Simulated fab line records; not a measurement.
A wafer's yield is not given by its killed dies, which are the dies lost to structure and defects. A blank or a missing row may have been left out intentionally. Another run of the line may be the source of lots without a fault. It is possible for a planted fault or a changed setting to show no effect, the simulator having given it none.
fab line records | flow sky130
record lots=3 | wafers=9 | last-day=50
route steps=708 shown LDD_LDN@292 SPACER@304 POLY_CUT@307 SD_P@320 RES_XHIGH@332 SALICIDE@361 PAD_OPEN@708
lots that met no fault: from a run of the same line without faults
start-h: hours from the record's first day to the start of the lot's first wafer shown | wait-h: time in hours since the lot's previous step | " identical to the entry in the row above | L1.1+2: one row covering several wafers at once | - no value, or no start given | * or withheld: withheld | < > ~ a bound
route shown NAME@n: names a module that has steps shown in the file, with the first one's number in the route | usual: average and standard deviation across the fault-free wafers | same: alike in all rows | chamber/n: place in a boat | sites: per-site readings | _std_site: the standard deviation of these | _edge_site: outer sites' mean less inner sites' | radius-mm: for every site, how far away it sits from the centre of the wafer | mask NAME#n: copy n | behind: tool/chamber where the wafer was last shaped | hold: the reason the lot was held/the length of the hold in hours/how it ended | device: the n, p or np transistor that did not switch | end of line: the tests these same wafers got at the end of their route | where a step has no rows: the recipe by itself | killed: dies that structure and defects cost at the first sort, which is not the same as the wafer's yield | map: dies across one wafer; x = killed, . = not, _ = none there
set.NAME: setting as actually run; set.NAME@STEP: the setting as run at that earlier step | model.NAME: the simulator's own value behind a step, which no gauge read
a table for each step, a row for each wafer; lots at some steps of the route
services: a tool's chamber out of use, with start hour (start-h, from the record's first day; less than 0 if before it), hours out, and reason
## steps
# step SKY_LDD_LDN_SOFTBAKE_03
# recipe temp-c=90 | time-s=60 | resist=NOVOLAK
# step SKY_LDD_LDN_EXPOSE_04
# recipe mask-id=LDNTM | na=0.6 | source-shape=conventional | sigma-outer=0.6 | polarization=unpolarized | target-cd-nm=700 | dose-mj=140
# step SKY_LDD_LDN_PEB_05
# recipe temp-c=withheld | time-s=* | resist=NOVOLAK
# step SKY_LDD_LDN_DEVELOP_06
# recipe resist=NOVOLAK | developer=TMAH | develop-time-s=60 | dev-temp-c=23
# step SKY_LDD_LDN_IMPLANT_08
# recipe species=As | energy-kev=15 | dose-cm2=1.25e+13 | tilt-deg=withheld | rotation-deg=23
# step SKY_LDD_LDN_IMPLANT_09
# recipe species=As | energy-kev=15 | dose-cm2=1.25e+13 | tilt-deg=withheld | rotation-deg=113
# step SKY_LDD_LDN_IMPLANT_10
# recipe species=As | energy-kev=15 | dose-cm2=1.25e+13 | tilt-deg=withheld | rotation-deg=203
# step SKY_LDD_LDN_IMPLANT_11
# recipe species=As | energy-kev=15 | dose-cm2=1.25e+13 | tilt-deg=withheld | rotation-deg=293
# step SKY_LDD_LDN_STRIP_12
# recipe chemistry=O2/N2 | power-w=1400 | pressure-mtorr=1500 | platen-temp-c=withheld | o2-flow-sccm=3000 | n2-flow-sccm=300 | overash-fraction=0.5
# step SKY_LDD_LDN_CLEAN_14
# recipe chemistry=SC1/SC2 | mix=1:4:20 | temp-c=70 | time-s=150 | dry=n2-spin
# step SKY_SPACER_CVD_00
# recipe material=Si3N4 | precursor=DCS/NH3 | target-thk-nm=43.1 | temp-c=770 | time-s=740 | pressure-mtorr=250
# usual pressure-mtorr=250.1/0.55 | spike-tc-bottom-C=793.8/1.5 | spike-tc-centre-C=770.0/1.4 | spike-tc-lower-C=770.6/1.4 | spike-tc-top-C=784/3.7 | spike-tc-upper-C=770.6/1.1 | susceptor-temp-C=769.9/0.38 | zone-power-top-pct=26.4/0.78
lot.wafer | tool     | chamber | start-h | wait-h | pressure-mtorr | spike-tc-bottom-C | spike-tc-centre-C | spike-tc-lower-C | spike-tc-top-C | spike-tc-upper-C | susceptor-temp-C | zone-power-top-pct | model.Si3N4_of_SPACER_CVD_00.thk-nm
L453.1    | lpcvd-02 | 1       | 564.69  | 0.0    | 250.7          | 795.1             | 770.9             | 769.9            | 780            | 770.6            | 770.1            | 27.3               | 43.48
L453.3    | "        | 1       | "       | "      | 249.9          | 795.0             | 769.3             | 771.0            | 781            | 770.8            | 770.0            | 27.1               | 43.57
L453.5    | "        | 1       | "       | "      | 250.9          | 794.4             | 770.7             | 769.7            | 779            | 769.5            | 770.2            | 27.6               | 43.15
L458.2    | lpcvd-02 | 0       | 604.08  | 1.7    | 250.4          | 780.8             | 756.2             | 757.7            | 774            | 756.2            | 755.9            | 24.8               | 33.17
L458.5    | "        | 0       | "       | "      | 250.2          | 779.7             | 758.0             | 759.1            | 774            | 757.3            | 756.4            | 25.5               | 32.92
L458.6    | "        | 0       | "       | "      | 250.5          | 778.9             | 756.1             | 758.3            | 773            | 757.3            | 755.9            | 25.3               | 33.3
L472.2    | lpcvd-02 | 0       | 711.28  | 0.4    | 249.8          | 793.5             | 770.8             | 771.0            | 787            | 770.0            | 769.8            | 25.8               | 43.29
L472.4    | "        | 0       | "       | "      | 250.3          | 793.7             | 769.2             | 772.5            | 788            | 771.1            | 769.5            | 25.7               | 43.4
L472.5    | "        | 0       | "       | "      | 250.0          | 794.0             | 769.1             | 771.6            | 788            | 772.2            | 769.5            | 26.1               | 43.54
# step SKY_SPACER_THK_MEAS_01
# recipe reads=Si3N4_of_SPACER_CVD_00
# usual SPACER_CVD_00_THK=43.2/0.39
lot.wafer | tool          | chamber | start-h | wait-h | SPACER_CVD_00_THK[nm]
L453.1    | film-metro-02 | -       | 565.89  | 0.0    | 43.5
L453.3    | "             | -       | "       | "      | 43.6
L453.5    | "             | -       | "       | "      | 43.2
L458.2    | film-metro-01 | -       | 605.30  | 0.0    | 33.2
L458.5    | "             | -       | "       | "      | 32.9
L458.6    | "             | -       | "       | "      | 33.3
L472.2    | film-metro-01 | -       | 712.52  | 0.0    | 43.3
L472.4    | "             | -       | "       | "      | 43.4
L472.5    | "             | -       | "       | "      | 43.5
# step SKY_SPACER_ETCHBACK_02
# recipe chemistry=CH3F/O2 | target=Si3N4 | stop-on=SiO2 | source-w=400 | bias-w=80 | pressure-mtorr=25 | ch3f-flow-sccm=40 | O2_flow_sccm=30 | time-s=46.7 | target-depth-a=450
# usual drypump-motor-current-A=5.6/0.4 | oes-product-au=0.855/0.0065 | rf-fwd-power-W=396.5/1.5 | throttle-valve-pct=10.563/0.0091
lot.wafer | tool        | chamber | start-h | wait-h | drypump-motor-current-A | oes-product-au | rf-fwd-power-W | rf-hours-counter-h | throttle-valve-pct | model.etch.depth-nm
L453.1    | rie-diel-04 | 1       | 565.95  | 0.1    | 5.5                     | 0.860          | 397.0          | 8                  | 10.556             | 43.48
L453.3    | "           | 0       | "       | "      | 5.8                     | 0.862          | 397.8          | 59                 | 10.560             | 43.57
L453.5    | "           | 1       | "       | "      | 5.5                     | 0.850          | 397.0          | -                  | 10.580             | 43.15
L458.2    | rie-diel-03 | 3       | 605.35  | 0.0    | 5.3                     | 0.747          | 395.4          | 43                 | 10.552             | 33.17
L458.5    | "           | 0       | "       | "      | 5.8                     | 0.745          | 395.5          | -                  | 10.538             | 32.92
L458.6    | "           | 3       | "       | "      | 5.3                     | 0.742          | 395.8          | -                  | 10.543             | 33.3
L472.2    | rie-diel-02 | 1       | 712.57  | 0.0    | 5.5                     | 0.847          | 394.5          | 4                  | 10.560             | 43.29
L472.4    | "           | 1       | "       | "      | 5.5                     | 0.851          | 394.7          | -                  | 10.566             | 43.4
L472.5    | "           | 3       | "       | "      | 6.1                     | 0.852          | 397.3          | -                  | 10.559             | 43.54
# step SKY_POLY_CUT_DEHYDRATE_00
# recipe temp-c=200 | time-s=60
# step SKY_POLY_CUT_HMDS_01
# recipe prime-time-s=60 | prime-temp-c=120
# step SKY_POLY_CUT_COAT_02
# recipe resist=BARC | temp-c=withheld | time-s=withheld | spin-rpm=3000 | resist-thk-nm=60
# step SKY_POLY_CUT_COAT_03
# recipe resist=KrF-thick | spin-rpm=3000 | resist-thk-nm=450
# step SKY_POLY_CUT_SOFTBAKE_04
# recipe temp-c=100 | time-s=90 | resist=KrF-thick
# step SKY_POLY_CUT_EXPOSE_05
# recipe mask-id=NPCM | na=0.8 | source-shape=annular | sigma-inner=0.55 | sigma-outer=0.85 | target-cd-nm=270 | dose-mj=32
# step SKY_POLY_CUT_PEB_06
# recipe peb-temp-c=withheld | peb-time-s=withheld | resist=KrF-thick
# step SKY_POLY_CUT_DEVELOP_07
# recipe develop-time-s=60 | resist=KrF-thick | dev-temp-c=21
# step SKY_POLY_CUT_ETCH_10
# recipe chemistry=N2/H2 | target=BARC | ion-energy-ev=200 | source-w=500 | bias-w=100 | pressure-mtorr=30 | n2-flow-sccm=100 | h2-flow-sccm=200 | stop-on=SiO2 | time-s=45.9 | target-depth-a=600
# step SKY_POLY_CUT_ETCH_11
# recipe target=Si3N4 | chemistry=CF4/CH2F2/Ar | stop-on=poly-Si | source-w=600 | bias-w=150 | pressure-mtorr=40 | cf4-flow-sccm=40 | ch2f2-flow-sccm=20 | Ar_flow_sccm=150 | time-s=42.5 | target-depth-a=600
# step SKY_POLY_CUT_STRIP_12
# recipe chemistry=O2/N2 | power-w=1400 | pressure-mtorr=1500 | platen-temp-c=withheld | o2-flow-sccm=3000 | n2-flow-sccm=300 | overash-fraction=0.5
# step SKY_SD_P_DEHYDRATE_00
# recipe temp-c=200 | time-s=60
# step SKY_SD_P_HMDS_01
# recipe prime-time-s=60 | prime-temp-c=120
# step SKY_SD_P_COAT_02
# recipe resist=NOVOLAK | spin-rpm=3000 | resist-thk-nm=1140
# step SKY_SD_P_SOFTBAKE_03
# recipe temp-c=90 | time-s=60 | resist=NOVOLAK
# step SKY_SD_P_EXPOSE_04
# recipe mask-id=PSDM | na=0.6 | source-shape=conventional | sigma-outer=0.6 | polarization=unpolarized | target-cd-nm=380 | dose-mj=138
# step SKY_SD_P_PEB_05
# recipe temp-c=withheld | time-s=* | resist=NOVOLAK
# step SKY_SD_P_DEVELOP_06
# recipe resist=NOVOLAK | developer=TMAH | develop-time-s=60 | dev-temp-c=22.29
# step SKY_SD_P_IMPLANT_09
# recipe species=BF2 | energy-kev=20 | dose-cm2=3e+15 | tilt-deg=0
# step SKY_SD_P_STRIP_10
# recipe chemistry=O2/N2 | power-w=1400 | pressure-mtorr=1500 | platen-temp-c=withheld | o2-flow-sccm=3000 | n2-flow-sccm=300 | overash-fraction=0.5
# step SKY_RES_XHIGH_DEHYDRATE_00
# recipe temp-c=200 | time-s=60
# step SKY_RES_XHIGH_HMDS_01
# recipe prime-time-s=60 | prime-temp-c=120
# step SKY_SALICIDE_CLEAN_00
# recipe chemistry=HF-last | time-s=30 | dilution=100:1 | dry=ipa-marangoni
lot.wafer | tool         | chamber | start-h | wait-h | model.Si3N4_of_SPACER_CVD_00.thk-nm
L453.1    | wet-bench-04 | 3       | 682.76  | 0.1    | 42.52
L453.3    | "            | 3       | "       | "      | 42.6
L453.5    | "            | 3       | "       | "      | 42.18
L458.2    | wet-bench-01 | 2       | 721.79  | 0.1    | 32.18
L458.5    | "            | 2       | "       | "      | 31.94
L458.6    | "            | 2       | "       | "      | 32.3
L472.2    | wet-bench-04 | 3       | 821.56  | 0.1    | 42.3
L472.4    | "            | 3       | "       | "      | 42.41
L472.5    | "            | 3       | "       | "      | 42.55
# step SKY_PAD_OPEN_PROBE_99
# usual killed_at_M0_to_M3=42/6.8 | killed_at_M4_up=3.4/1.8 | killed-at-contacts=25/5.7 | killed-at-front-end=16/4.8 | killed-at-other=0.2/0.39 | killed-dies=87/9.6 | killed-open=47/6.9 | killed-short=40/6.3
# same gross-dies=492 | killed-at-back-side=0
lot.wafer | tool      | chamber | start-h | wait-h | killed_at_M0_to_M3 | killed_at_M4_up | killed-at-contacts | killed-at-front-end | killed-at-other | killed-dies | killed-open | killed-short | model.etest.pfet_01v8.r-on-ohm-um | model.etest.nfet-g5v0d10v5.r-on-ohm-um | model.etest.sonos-uncharged.r-on-ohm-um | model.etest.pfet_01v8.drive-ua-um | model.etest.nfet_01v8_lvt.drive-ua-um | model.etest.sram-pfet-latch.drive-ua-um | model.etest.pfet_01v8_hvt.drive-ua-um | model.etest.pfet_01v8_mvt.drive-ua-um
L453.1    | prober-01 | -       | 1102.48 | 0.1    | 34                 | 1               | 33                 | 19                  | 0               | 87          | 49          | 38           | 2884                              | 1912                                   | 805.2                                   | 194.3                             | 601.1                                 | 147.8                                   | 145.3                                 | 153.5
L453.3    | prober-01 | -       | 1102.58 | 0.2    | 43                 | 1               | 18                 | 10                  | 0               | 72          | 42          | 30           | 3038                              | 1938                                   | 817.4                                   | 183.6                             | 562.8                                 | 138.6                                   | 137                                   | 146.7
L453.5    | prober-01 | -       | 1102.68 | 0.2    | 45                 | 5               | 23                 | 13                  | 0               | 86          | 43          | 43           | 2979                              | 1949                                   | 812.6                                   | 186.2                             | 576.4                                 | 139.9                                   | 140.3                                 | 148.4
L458.2    | prober-02 | -       | 1131.43 | 0.1    | 52                 | 4               | 17                 | 16                  | 0               | 89          | 41          | 48           | 2491                              | 1833                                   | 747                                     | 233.1                             | 623                                   | 177.2                                   | 176.8                                 | 170.9
L458.5    | prober-02 | -       | 1131.58 | 0.2    | 48                 | 4               | 25                 | 19                  | 0               | 96          | 54          | 42           | 2593                              | 1838                                   | 764.3                                   | 222.8                             | 600.6                                 | 166.7                                   | 167.5                                 | 165.1
L458.6    | prober-02 | -       | 1131.63 | 0.2    | 54                 | 2               | 18                 | 15                  | 1               | 90          | 53          | 37           | 2492                              | 1845                                   | 751.4                                   | 232.3                             | 622.6                                 | 171.4                                   | 173.4                                 | 170.4
L472.2    | prober-02 | -       | 1195.05 | 0.1    | 42                 | 5               | 32                 | 11                  | 1               | 91          | 46          | 45           | 2845                              | 1873                                   | 792.1                                   | 197.2                             | 585.1                                 | 150                                     | 147.5                                 | 154.7
L472.4    | prober-02 | -       | 1195.15 | 0.2    | 42                 | 2               | 17                 | 19                  | 1               | 81          | 49          | 32           | 2913                              | 1920                                   | 802.7                                   | 190                               | 573.5                                 | 139.8                                   | 141.8                                 | 150.2
L472.5    | prober-02 | -       | 1195.20 | 0.2    | 40                 | 4               | 24                 | 15                  | 0               | 83          | 45          | 38           | 2977                              | 1908                                   | 818.3                                   | 186.2                             | 578.8                                 | 137.1                                   | 139.9                                 | 147.9
# killed by level:class
L453.1 CONTACT:geometric-particle:open=11 LOCAL_INTERCONNECT:geometric-particle:short=9 FIELD_ISO:geometric-particle:open=6 METAL2:geometric-particle:short=6 VIA1:geometric-particle:open=5 FIELD_ISO:geometric-particle:short=4 LI_CONTACT:geometric-particle:short=4 LI_CONTACT:geometric-particle:open=4
L453.3 CONTACT:geometric-particle:open=8 VIA1:geometric-particle:open=8 METAL2:geometric-particle:short=8 VIA3:geometric-particle:open=7 VIA1:geometric-particle:short=5 LI_CONTACT:geometric-particle:open=4 VIA3:geometric-particle:short=4 LI_CONTACT:geometric-particle:short=3
L453.5 VIA1:geometric-particle:open=15 CONTACT:geometric-particle:open=10 VIA1:geometric-particle:short=10 METAL2:geometric-particle:short=8 CONTACT:geometric-particle:short=6 POLY_GATE:geometric-particle:open=4 METAL1:geometric-particle:short=4 FIELD_ISO:geometric-particle:short=3
L458.2 VIA1:geometric-particle:open=10 VIA2:geometric-particle:open=8 CONTACT:geometric-particle:open=6 METAL1:geometric-particle:short=6 LOCAL_INTERCONNECT:geometric-particle:short=5 VIA2:geometric-particle:short=5 VIA3:geometric-particle:open=5 FIELD_ISO:geometric-particle:short=4
L458.5 VIA1:geometric-particle:open=18 CONTACT:geometric-particle:open=16 POLY_GATE:geometric-particle:short=8 VIA1:geometric-particle:short=8 METAL2:geometric-particle:short=7 VIA2:geometric-particle:open=4 LI_CONTACT:geometric-particle:short=4 LI_CONTACT:geometric-particle:open=4
L458.6 VIA1:geometric-particle:open=15 VIA2:geometric-particle:open=8 FIELD_ISO:geometric-particle:open=7 METAL1:geometric-particle:short=6 CONTACT:geometric-particle:open=5 LI_CONTACT:geometric-particle:open=5 METAL3:geometric-particle:short=5 VIA3:geometric-particle:open=5
L472.2 CONTACT:geometric-particle:open=12 VIA1:geometric-particle:open=10 LOCAL_INTERCONNECT:geometric-particle:short=8 METAL3:geometric-particle:short=6 VIA1:geometric-particle:short=6 LI_CONTACT:geometric-particle:open=5 FIELD_ISO:geometric-particle:open=4 CONTACT:geometric-particle:short=4
L472.4 VIA1:geometric-particle:open=9 CONTACT:geometric-particle:open=8 VIA3:geometric-particle:open=7 FIELD_ISO:geometric-particle:short=6 VIA2:geometric-particle:open=6 POLY_GATE:geometric-particle:short=4 METAL1:geometric-particle:short=4 METAL1:geometric-particle:open=4
L472.5 VIA1:geometric-particle:open=11 VIA2:geometric-particle:open=8 METAL1:geometric-particle:short=7 LI_CONTACT:geometric-particle:open=6 CONTACT:geometric-particle:open=6 CONTACT:geometric-particle:short=5 VIA3:geometric-particle:open=5 FIELD_ISO:geometric-particle:short=4
## services
tool         | chamber | start-h | hours | kind
rie-diel-04  | 1       | 553.12  | 9.9   | repair
rie-diel-03  | 1       | 553.62  | -     | clean
rie-diel-03  | 1       | 553.62  | 10.6  | scheduled-down
rie-diel-04  | -       | 563.53  | 1.1   | repair
rie-diel-02  | 3       | 574.72  | 3.8   | repair
rie-diel-03  | 0       | 575.07  | 8.2   | repair
rie-diel-02  | 2       | 575.22  | 14.7  | repair
rie-diel-02  | -       | 604.39  | 2.8   | pm
rie-diel-03  | 1       | 625.42  | 7.7   | repair
wet-bench-04 | -       | 633.33  | 2.0   | repair
rie-diel-03  | 1       | 637.27  | 28.4  | repair
rie-diel-02  | 0       | 705.16  | 16.2  | repair
rie-diel-04  | 0       | 709.65  | 5.2   | repair
rie-diel-03  | 0       | 712.52  | 48.8  | repair
rie-diel-03  | -       | 718.32  | 15.6  | pm
lpcvd-02     | -       | 724.99  | 2.8   | pm
rie-diel-04  | 3       | 745.40  | 1.2   | repair
rie-diel-03  | 2       | 747.35  | 16.1  | repair
rie-diel-04  | -       | 747.67  | 2.8   | pm
rie-diel-02  | 3       | 767.10  | 7.8   | repair
rie-diel-03  | -       | 780.35  | 2.8   | pm
rie-diel-02  | 3       | 789.02  | 4.9   | repair
rie-diel-03  | 1       | 789.45  | 10.2  | repair
rie-diel-03  | -       | 799.24  | 0.5   | repair
## key
first-sign step=SKY_SPACER_CVD_00 | reading=susceptor-temp-C | direction=down | sigmas=36 | usual=* | struck=*
effect step=SKY_SPACER_CVD_00 | reading=spike-tc-upper-C | direction=down | sigmas=12 | usual=770.6 | struck=756.9
effect step=SKY_SPACER_THK_MEAS_01 | reading=SPACER_CVD_00_THK | direction=down | sigmas=26 | usual=43.2 | struck=33.1
effect step=SKY_SPACER_ETCHBACK_02 | reading=oes-product-au | direction=down | sigmas=17 | usual=0.855 | struck=0.745
model-effect step=SKY_SPACER_CVD_00 | value=Si3N4_of_SPACER_CVD_00.thk-nm | without=43.02 | struck=33.13
model-effect step=SKY_SPACER_ETCHBACK_02 | value=etch.depth-nm | without=43.02 | struck=33.13
model-effect step=SKY_SALICIDE_CLEAN_00 | value=Si3N4_of_SPACER_CVD_00.thk-nm | without=42.03 | struck=32.14
model-effect step=SKY_PAD_OPEN_PROBE_99 | value=etest.pfet_01v8.r-on-ohm-um | without=2834 | struck=2525
met-at SKY_SPACER_CVD_00
struck-wafers L458.2,L458.5,L458.6
tester-left-out L458
fault kind=process-parameter-drift | tool=lpcvd-02 | chamber=0 | onset-h=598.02 | steps=SKY_SPACER_CVD_00 | channel=temp-c | offset=* | shape=step | end-h=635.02 | acts-in=* | stated=*
# tester-left-out: of these lots the tester's yield and bins aren't shown, on N5 and GAA mostly nor the transistor test; their killed dies are dies lost to structure and defects alone, not to doping, threshold or leakage, so they don't give the yield
